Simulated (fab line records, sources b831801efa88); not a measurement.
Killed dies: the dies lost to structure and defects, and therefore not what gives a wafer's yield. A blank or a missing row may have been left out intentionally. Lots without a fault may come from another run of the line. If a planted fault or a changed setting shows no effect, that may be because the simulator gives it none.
A struck lot beside a sound one :: flow sky130 :: 31 out of 708 route steps
Sound: wafers L996.1, L996.2, L996.4. Wafers struck: L104.2, L104.3, L104.4. The cause comes at the end.
Each step with rows lists, per side, the tool, then ch with its chambers, then its first start. Under that, the readings that differ: sound wafers :: struck wafers :: difference of the means :: sigmas: that difference in standard deviations of wafers without a fault.
alike: words and numbers the same on both sides, and readings whose means are apart by under 2 such deviations; not compared: readings that were withheld, readings missing a value for some wafer, numbers with overlapping values and no deviation given by the record, and bounds like >300 which may hide the same value.
A row with sigmas, a row that says differs or no value, or rows on one side alone: a step with any of these is where the two part. When numbers do not overlap yet have no deviation, they are printed without sigmas and do not part them. A reading that every wafer of one side lacks parts them only if that side has two wafers or more.

first, 1 step without rows for these wafers: SKY_NWELL_IMPLANT_13.
SKY_NWELL_STRIP_14: strips in O2/N2.
  sound on plasma asher-04 ch 0,1, day 5 15:17; struck on plasma asher-02 ch 0,1, day 7 21:38
  alike: chamber pressure mTorr, drypump motor current A, oes product au, strip time to endpoint s
  not compared: rf hours counter h
SKY_NWELL_TW_MEAS_15:
  sound on film metro-04, day 5 15:23; struck on film metro-02, day 7 21:44
  alike: NWELL_TW
then, 7 steps without rows for these wafers: SKY_NWELL_DEHYDRATE_16 (time 60 s); SKY_NWELL_HMDS_17 (prime time 60 s); SKY_NWELL_COAT_18 (resist thk 3000 nm); SKY_NWELL_SOFTBAKE_19; SKY_NWELL_EXPOSE_20 (exposes mask NWM COMPLEMENT, target cd 840 nm); SKY_NWELL_PEB_21; SKY_NWELL_DEVELOP_22 (develop time 60 s).
SKY_NWELL_OVL_MEAS_23:
  sound on overlay-01, day 6 09:13; struck on overlay-02, day 8 17:16
  alike: NWELL_01_OVL
following that, these wafers have no rows for 1 step: SKY_NWELL_IMPLANT_24.
SKY_NWELL_STRIP_25: strips in O2/N2.
  sound on plasma asher-04 ch 0,1, day 6 09:23; struck on plasma asher-02 ch 0,1, day 8 17:26
  no value came back on the struck wafers for chamber pressure mTorr (mTorr), drypump motor current A (A), oes product au (a.u.), strip time to endpoint s (s); on the sound wafers chamber pressure mTorr (mTorr) reads 1500.7 1499.3 1500.8
reading: model.coat_of_NWELL_COAT_18.thk nm (nm)
sound: 0 0 0
struck: 2980 2989 2983
difference: +2984
sigmas: 
  not compared: rf hours counter h
SKY_NWELL_TW_MEAS_26:
  sound on film metro-04, day 6 09:29; struck on film metro-04, day 8 17:33
  alike: NWELL_2_TW
then, 1 step without rows for these wafers: SKY_NWELL_CLEAN_27 (cleans in SC1/SC2, time 150 s).
SKY_NWELL_RTA_28: time 30 s.
  sound on rtp anneal-01 ch 0, day 6 09:36; struck on rtp anneal-02 ch 0, day 8 17:40
  alike: chamber o2 ppm, lamp power pct, wafer_temp_C_max
SKY_NWELL_RS_MEAS_29: measures by four-point-probe.
  sound on film metro-01, day 6 09:42; struck on film metro-04, day 8 17:46
  alike: NWELL_RS
SKY_NWELL_RS_MEAS_31: measures by four-point-probe.
  sound on film metro-01, day 6 09:56; struck on film metro-04, day 8 18:01
  alike: PWDE_RS
then, 7 steps without rows for these wafers: SKY_VT_ADJUST_HVTP_DEHYDRATE_00 (time 60 s); SKY_VT_ADJUST_HVTP_HMDS_01 (prime time 60 s); SKY_VT_ADJUST_HVTP_COAT_02 (resist thk 1140 nm); SKY_VT_ADJUST_HVTP_SOFTBAKE_03 (time 60 s); SKY_VT_ADJUST_HVTP_EXPOSE_04 (exposes mask HVTPM, target cd 380 nm); SKY_VT_ADJUST_HVTP_PEB_05; SKY_VT_ADJUST_HVTP_DEVELOP_06 (develop time 60 s).
SKY_VT_ADJUST_HVTP_CD_MEAS_07: target cd 380 nm.
  sound on cd sem-02, day 7 04:53; struck on cd sem-02, day 9 14:48
  alike: cd nm
SKY_VT_ADJUST_HVTP_OVL_MEAS_08:
  sound on overlay-01, day 7 05:01; struck on overlay-02, day 9 14:55
  alike: VT_ADJUST_HVTP_OVL
following that, these wafers have no rows for 1 step: SKY_VT_ADJUST_HVTP_IMPLANT_09.
SKY_VT_ADJUST_HVTP_STRIP_10: strips in O2/N2.
  sound on plasma asher-01 ch 0,1, day 7 05:11; struck on plasma asher-04 ch 0,1, day 9 15:05
reading: oes product au (a.u.)
sound: 0.714 0.711 0.721
struck: 0.729 0.726 0.731
difference: +0.013
sigmas: +3

reading: strip time to endpoint s (s)
sound: 14.25 14.27 14.21
struck: 58.38 58.63 58.50
difference: +44.26
sigmas: +99 or more
  alike: chamber pressure mTorr, drypump motor current A
  not compared: rf hours counter h
SKY_VT_ADJUST_HVTP_TW_MEAS_11:
  sound on film metro-02, day 7 05:17; struck on film metro-02, day 9 15:12
reading: VT_ADJUST_HVTP_TW
sound: 1334 1335 1338
struck: 30 30 30
difference: -1306
sigmas: -99 or more
then, 1 step without rows for these wafers: SKY_VT_ADJUST_LVTN_DEHYDRATE_00 (time 60 s).

== WHERE THEY PART ==
Earliest at SKY_NWELL_STRIP_25; latest, in this record, at SKY_VT_ADJUST_HVTP_TW_MEAS_11.

WHY: the cause the simulator had injected
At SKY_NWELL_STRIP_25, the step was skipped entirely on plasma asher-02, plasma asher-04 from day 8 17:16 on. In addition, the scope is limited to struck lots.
